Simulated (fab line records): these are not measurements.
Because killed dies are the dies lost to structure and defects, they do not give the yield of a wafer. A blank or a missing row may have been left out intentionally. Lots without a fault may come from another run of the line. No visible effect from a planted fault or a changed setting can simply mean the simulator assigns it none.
Which tool was responsible?    flow gf180mcu    24 lots, 72 wafers sampled, at 6 steps of a route of 602

## WHAT EACH GAUGE READ, for each wafer
GF_M4_CD_MEAS_14 targets a cd of 280 nm.
lot   measured      on         cd nm (nm)
L074  day 23 14:36  cd sem-02  280.1 280.0 279.3
L075  day 23 16:38  cd sem-01  280.5 281.6 281.7
L076  day 24 01:46  cd sem-02  278.3 279.0 279.5
L077  day 24 09:15  cd sem-02  279.6 279.3 279.7
L078  day 24 18:56  cd sem-02  279.1 280.1 280.0
L080  day 25 15:49  cd sem-01  280.3 280.0 280.6
L079  day 25 17:35  cd sem-01  281.8 281.9 282.7
L081  day 26 00:59  cd sem-01  280.3 280.6 280.3
L082  day 26 04:44  cd sem-01  280.6 280.2 280.9
L083  day 26 20:39  cd sem-02  280.2 279.5 279.2
L084  day 27 03:48  cd sem-01  282.3 280.8 281.2
L085  day 27 10:35  cd sem-01  278.6 278.5 278.3
L086  day 27 16:02  cd sem-01  280.8 280.4 280.9
L087  day 28 02:43  cd sem-02  279.3 279.5 279.6
L088  day 28 04:19  cd sem-02  280.6 280.1 280.9
L089  day 28 16:13  cd sem-02  281.7 281.4 279.9
L090  day 29 02:30  cd sem-01  281.9 283.4 282.1
L091  day 29 08:14  cd sem-01  278.1 278.4 279.0
L092  day 29 13:36  cd sem-02  278.8 279.1 280.8
L094  day 29 18:05  cd sem-01  277.5 277.6 277.8
L093  day 29 23:01  cd sem-01  279.3 279.4 278.8
L095  day 30 04:32  cd sem-01  277.3 277.8 277.4
L096  day 30 12:32  cd sem-02  279.5 280.9 280.3
L097  day 30 15:07  cd sem-02  278.1 279.2 279.0

GF_PASSIVATION_THK_MEAS_03.
lot   measured      on             PASSIVATION_CVD_02_THK (nm)
L074  day 28 09:40  film metro-02  697 686 697
L075  day 28 10:05  film metro-02  701 702 704
L076  day 28 18:23  film metro-01  692 701 698
L077  day 29 01:38  film metro-01  693 705 716
L078  day 29 09:10  film metro-04  703 693 708
L080  day 30 04:17  film metro-01  697 706 709
L079  day 30 04:33  film metro-04  685 700 690
L081  day 30 11:43  film metro-01  701 714 712
L082  day 30 14:06  film metro-04  697 695 708
L083  day 31 04:31  film metro-01  702 689 702
L084  day 31 08:48  film metro-04  695 708 699
L085  day 31 17:01  film metro-01  692 675 707
L086  day 31 22:34  film metro-01  690 711 698
L087  day 32 06:31  film metro-04  704 708 715
L088  day 32 08:07  film metro-01  703 718 711
L089  day 32 19:01  film metro-04  708 711 707
L090  day 33 04:08  film metro-01  701 728 721
L091  day 33 08:35  film metro-04  710 708 710
L092  day 33 12:47  film metro-01  700 713 713
L094  day 33 16:23  film metro-02  698 702 689
L093  day 33 20:26  film metro-04  704 706 717
L095  day 33 23:56  film metro-01  687 713 704
L096  day 34 08:59  film metro-01  705 710 717
L097  day 34 10:32  film metro-02  714 706 718

## WHAT TOOL EACH LOT RAN ON (gives the tool, then ch and the chambers of the sampled wafers, and finally the start)
lot   GF_V4_SPUTTER_22              GF_MIM_SPUTTER_03             GF_MIM_SPUTTER_08             GF_M5_METAL_ETCH_10
L074  pvd sputter-04, day 24 17:04  pvd sputter-02, day 24 17:52  pvd sputter-01, day 24 18:04  rie metal-04 ch 0, day 26 12:56
L075  pvd sputter-02, day 24 17:04  pvd sputter-03, day 24 17:52  pvd sputter-02, day 24 18:04  rie metal-01 ch 0,1, day 26 13:38
L076  pvd sputter-02, day 25 02:15  pvd sputter-01, day 25 03:03  pvd sputter-02, day 25 03:14  rie metal-04 ch 0,1, day 26 21:40
L077  pvd sputter-01, day 25 10:54  pvd sputter-03, day 25 11:41  pvd sputter-01, day 25 11:53  rie metal-03 ch 0, day 27 06:01
L078  pvd sputter-02, day 25 19:11  pvd sputter-01, day 25 19:59  pvd sputter-02, day 25 20:11  rie metal-04 ch 0, day 27 14:05
L080  pvd sputter-04, day 26 15:07  pvd sputter-01, day 26 15:54  pvd sputter-02, day 26 16:06  rie metal-04 ch 0,1, day 28 09:20
L079  pvd sputter-04, day 26 17:01  pvd sputter-01, day 26 17:48  pvd sputter-02, day 26 18:00  rie metal-01 ch 0,1, day 28 10:50
L081  pvd sputter-04, day 26 23:46  pvd sputter-01, day 27 00:34  pvd sputter-03, day 27 00:46  rie metal-04 ch 0,1, day 28 17:07
L082  pvd sputter-01, day 27 03:58  pvd sputter-03, day 27 04:45  pvd sputter-02, day 27 04:58  rie metal-04 ch 0,1, day 28 20:35
L083  pvd sputter-02, day 27 19:08  pvd sputter-01, day 27 19:55  pvd sputter-02, day 27 20:07  rie metal-03 ch 0, day 29 11:38
L084  pvd sputter-04, day 28 01:49  pvd sputter-02, day 28 02:37  pvd sputter-03, day 28 02:49  rie metal-04 ch 0,1, day 29 16:53
L085  pvd sputter-01, day 28 08:55  pvd sputter-02, day 28 09:43  pvd sputter-01, day 28 09:55  rie metal-03 ch 0,1, day 29 23:44
L086  pvd sputter-02, day 28 14:52  pvd sputter-01, day 28 15:39  pvd sputter-02, day 28 15:51  rie metal-04 ch 0,1, day 30 06:32
L087  pvd sputter-02, day 29 00:17  pvd sputter-01, day 29 01:04  pvd sputter-03, day 29 01:16  rie metal-04 ch 0,1, day 30 14:56
L088  pvd sputter-04, day 29 01:51  pvd sputter-03, day 29 02:38  pvd sputter-01, day 29 02:50  rie metal-03 ch 1, day 30 16:40
L089  pvd sputter-04, day 29 13:47  pvd sputter-02, day 29 14:35  pvd sputter-01, day 29 14:47  rie metal-01 ch 0,1, day 31 04:02
L090  pvd sputter-02, day 29 23:47  pvd sputter-01, day 30 00:34  pvd sputter-02, day 30 00:46  rie metal-01 ch 0, day 31 13:55
L091  pvd sputter-04, day 30 05:33  pvd sputter-03, day 30 06:21  pvd sputter-02, day 30 06:32  rie metal-03 ch 0,1, day 31 18:43
L092  pvd sputter-01, day 30 10:17  pvd sputter-02, day 30 11:05  pvd sputter-01, day 30 11:17  rie metal-03 ch 0,1, day 31 23:23
L094  pvd sputter-02, day 30 14:49  pvd sputter-01, day 30 15:37  pvd sputter-02, day 30 15:49  rie metal-01 ch 0, day 32 03:08
L093  pvd sputter-02, day 30 20:07  pvd sputter-01, day 30 20:54  pvd sputter-03, day 30 21:06  rie metal-03 ch 0, day 32 07:53
L095  pvd sputter-02, day 31 01:02  pvd sputter-01, day 31 01:49  pvd sputter-02, day 31 02:01  rie metal-03 ch 0,1, day 32 11:41
L096  pvd sputter-02, day 31 09:20  pvd sputter-03, day 31 10:08  pvd sputter-02, day 31 10:20  rie metal-04 ch 1, day 32 20:20
L097  pvd sputter-01, day 31 11:34  pvd sputter-03, day 31 12:28  pvd sputter-01, day 31 12:40  rie metal-03 ch 0, day 32 22:47
- GF_V4_SPUTTER_22: material TiN, target thk 10 nm, time 40 s.
- GF_MIM_SPUTTER_03: material Ti, target thk 10 nm, time 6.7 s.
- GF_MIM_SPUTTER_08: material AlCu, target thk 200 nm, time 10.6 s.
- GF_M5_METAL_ETCH_10: etches the open film in Cl2/BCl3, stops on SiO2, target depth 750.8 nm, time 125.1 s.

## WHAT THE TOOLS THEMSELVES READ (means of the sampled wafers that have a number; where no wafer has one, the mark that the record gives instead)
GF_V4_SPUTTER_22.
lot   tool            throttle valve pct (%)
L074  pvd sputter-04  30.9
L075  pvd sputter-02  30.1
L076  pvd sputter-02  30.2
L077  pvd sputter-01  31.1
L078  pvd sputter-02  30.1
L080  pvd sputter-04  30.7
L079  pvd sputter-04  30.7
L081  pvd sputter-04  30.7
L082  pvd sputter-01  31.1
L083  pvd sputter-02  30.4
L084  pvd sputter-04  31.2
L085  pvd sputter-01  30.5
L086  pvd sputter-02  30.0
L087  pvd sputter-02  29.4
L088  pvd sputter-04  30.8
L089  pvd sputter-04  31.0
L090  pvd sputter-02  30.0
L091  pvd sputter-04  30.8
L092  pvd sputter-01  32.1
L094  pvd sputter-02  29.5
L093  pvd sputter-02  29.9
L095  pvd sputter-02  29.1
L096  pvd sputter-02  29.8
L097  pvd sputter-01  32.1

GF_MIM_SPUTTER_03.
lot   tool            throttle valve pct (%)
L074  pvd sputter-02  29.9
L075  pvd sputter-03  29.7
L076  pvd sputter-01  30.4
L077  pvd sputter-03  29.6
L078  pvd sputter-01  31.9
L080  pvd sputter-01  30.5
L079  pvd sputter-01  31.3
L081  pvd sputter-01  30.6
L082  pvd sputter-03  29.2
L083  pvd sputter-01  30.6
L084  pvd sputter-02  29.6
L085  pvd sputter-02  30.4
L086  pvd sputter-01  30.6
L087  pvd sputter-01  30.6
L088  pvd sputter-03  30.4
L089  pvd sputter-02  30.3
L090  pvd sputter-01  30.6
L091  pvd sputter-03  30.5
L092  pvd sputter-02  29.6
L094  pvd sputter-01  32.0
L093  pvd sputter-01  30.6
L095  pvd sputter-01  30.7
L096  pvd sputter-03  30.7
L097  pvd sputter-03  30.6

GF_MIM_SPUTTER_08.
lot   tool            throttle valve pct (%)
L074  pvd sputter-01  30.7
L075  pvd sputter-02  30.3
L076  pvd sputter-02  30.0
L077  pvd sputter-01  32.1
L078  pvd sputter-02  29.5
L080  pvd sputter-02  30.1
L079  pvd sputter-02  29.9
L081  pvd sputter-03  29.8
L082  pvd sputter-02  30.4
L083  pvd sputter-02  30.9
L084  pvd sputter-03  29.8
L085  pvd sputter-01  31.3
L086  pvd sputter-02  29.1
L087  pvd sputter-03  29.9
L088  pvd sputter-01  31.3
L089  pvd sputter-01  30.7
L090  pvd sputter-02  29.6
L091  pvd sputter-02  30.4
L092  pvd sputter-01  31.4
L094  pvd sputter-02  30.0
L093  pvd sputter-03  30.5
L095  pvd sputter-02  30.1
L096  pvd sputter-02  30.3
L097  pvd sputter-01  30.7

GF_M5_METAL_ETCH_10.
lot   tool          drypump motor current A (A)  oes product au (a.u.)  throttle valve pct (%)
L074  rie metal-04  5.1                          0.988                  28.224
L075  rie metal-01  6.0                          0.997                  28.235
L076  rie metal-04  5.7                          0.990                  28.224
L077  rie metal-03  6.3                          0.991                  28.229
L078  rie metal-04  5.1                          0.991                  28.222
L080  rie metal-04  5.7                          0.989                  28.228
L079  rie metal-01  6.1                          0.990                  28.219
L081  rie metal-04  5.7                          0.988                  28.228
L082  rie metal-04  5.4                          0.996                  28.226
L083  rie metal-03  6.3                          0.989                  28.242
L084  rie metal-04  5.7                          0.995                  28.227
L085  rie metal-03  6.2                          0.993                  28.230
L086  rie metal-04  5.4                          0.988                  28.237
L087  rie metal-04  5.7                          0.991                  28.218
L088  rie metal-03  6.1                          0.984                  28.238
L089  rie metal-01  6.1                          0.991                  28.226
L090  rie metal-01  6.1                          0.992                  28.229
L091  rie metal-03  6.2                          0.985                  28.238
L092  rie metal-03  6.2                          0.986                  28.241
L094  rie metal-01  6.1                          0.994                  28.226
L093  rie metal-03  6.3                          0.984                  28.243
L095  rie metal-03  6.2                          0.987                  28.237
L096  rie metal-04  6.0                          0.987                  28.231
L097  rie metal-03  6.3                          0.982                  28.232

## THE ANSWER, worked out from the rows above alone
Rule: the lots themselves supply what counts as usual. The widest of any qualifying gaps counts: lots, ordered by their means at a reading, are off when they make up no more than a third of the lots, leave a main group of 4 or more, and stand apart from it by 3 or more times the standard deviation of that group's means. A main group whose means are all the same, to the digits that the tables above print for the reading, isn't used. A lot without any number at a reading at which 4 lots or more have one is off too. Where the step has rows for the other lots, those lots are counted as sound. After the gauges, taken in route order, come the tools' own readings; for these a lot's mean is taken, as printed above. At the first step where some lot is off, the reading lying furthest off is the one used; lots without a number count as furthest.
Across all readings shown, no lot is off: no conclusion can be drawn from this.

## WHAT THE SIMULATOR HAD INSERTED
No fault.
